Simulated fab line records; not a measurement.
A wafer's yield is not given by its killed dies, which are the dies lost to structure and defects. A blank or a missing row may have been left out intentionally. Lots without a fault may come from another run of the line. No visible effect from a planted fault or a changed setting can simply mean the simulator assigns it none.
Chamber matching / flow gf180mcu / GF_POLY_GATE_ETCH_13 on rie-si-02: 4 sister chambers
The step etches poly-Si in HBr/Cl2, stops on SiO2, target depth 198.5 nm, time 69.6 s. 8 wafers are shown with their chamber, then 7 later ones without.

WAFERS, EACH WITH ITS CHAMBER
wafer=L283.1; chamber=1; drypump-motor-current-A (A)=5.3; oes-product-au (a.u.)=0.971
wafer=L286.2; chamber=0; drypump-motor-current-A (A)=5.8; oes-product-au (a.u.)=1.001
wafer=L286.6; chamber=2; drypump-motor-current-A (A)=5.9; oes-product-au (a.u.)=0.995
wafer=L290.2; chamber=0; drypump-motor-current-A (A)=5.8; oes-product-au (a.u.)=0.991
wafer=L290.3; chamber=3; drypump-motor-current-A (A)=6.5; oes-product-au (a.u.)=0.989
wafer=L290.6; chamber=2; drypump-motor-current-A (A)=6.0; oes-product-au (a.u.)=0.993
wafer=L292.3; chamber=3; drypump-motor-current-A (A)=6.5; oes-product-au (a.u.)=0.992
wafer=L292.4; chamber=1; drypump-motor-current-A (A)=5.3; oes-product-au (a.u.)=0.984

WAFERS WITH NO CHAMBER GIVEN
wafer=L292.5; drypump-motor-current-A (A)=6.5; oes-product-au (a.u.)=0.986
wafer=L296.1; drypump-motor-current-A (A)=6.0; oes-product-au (a.u.)=0.977
wafer=L296.4; drypump-motor-current-A (A)=5.3; oes-product-au (a.u.)=0.969
wafer=L296.6; drypump-motor-current-A (A)=5.3; oes-product-au (a.u.)=0.962
wafer=L304.1; drypump-motor-current-A (A)=6.5; oes-product-au (a.u.)=0.992
wafer=L304.2; drypump-motor-current-A (A)=5.2; oes-product-au (a.u.)=0.991
wafer=L304.5; drypump-motor-current-A (A)=5.2; oes-product-au (a.u.)=0.997

WHICH CHAMBER EACH WENT THROUGH
wafer=L292.5; from the rows above=3; in truth=3
wafer=L296.1; from the rows above=2; in truth=2
wafer=L296.4; from the rows above=1; in truth=1
wafer=L296.6; from the rows above=1; in truth=1
wafer=L304.1; from the rows above=3; in truth=3
wafer=L304.2; from the rows above=1; in truth=1
wafer=L304.5; from the rows above=1; in truth=1
7 of 7 placed correctly. Left unplaced by these rows: 0. Number placed wrongly: 0.
How it was worked out, from the rows above alone: a wafer's distance from a chamber is the root of the sum, over the readings, of the square of ((its reading less the chamber's mean) divided by the reading's scatter). If the next closest chamber is less than 2 further off than the closest, the wafer can't be placed; otherwise it belongs to the closest. The mean given for a chamber averages the wafers shown for that chamber. The scatter: the root of (the sum of the squares of (reading less its chamber's mean) over the shown wafers, divided by (wafers less chambers)).
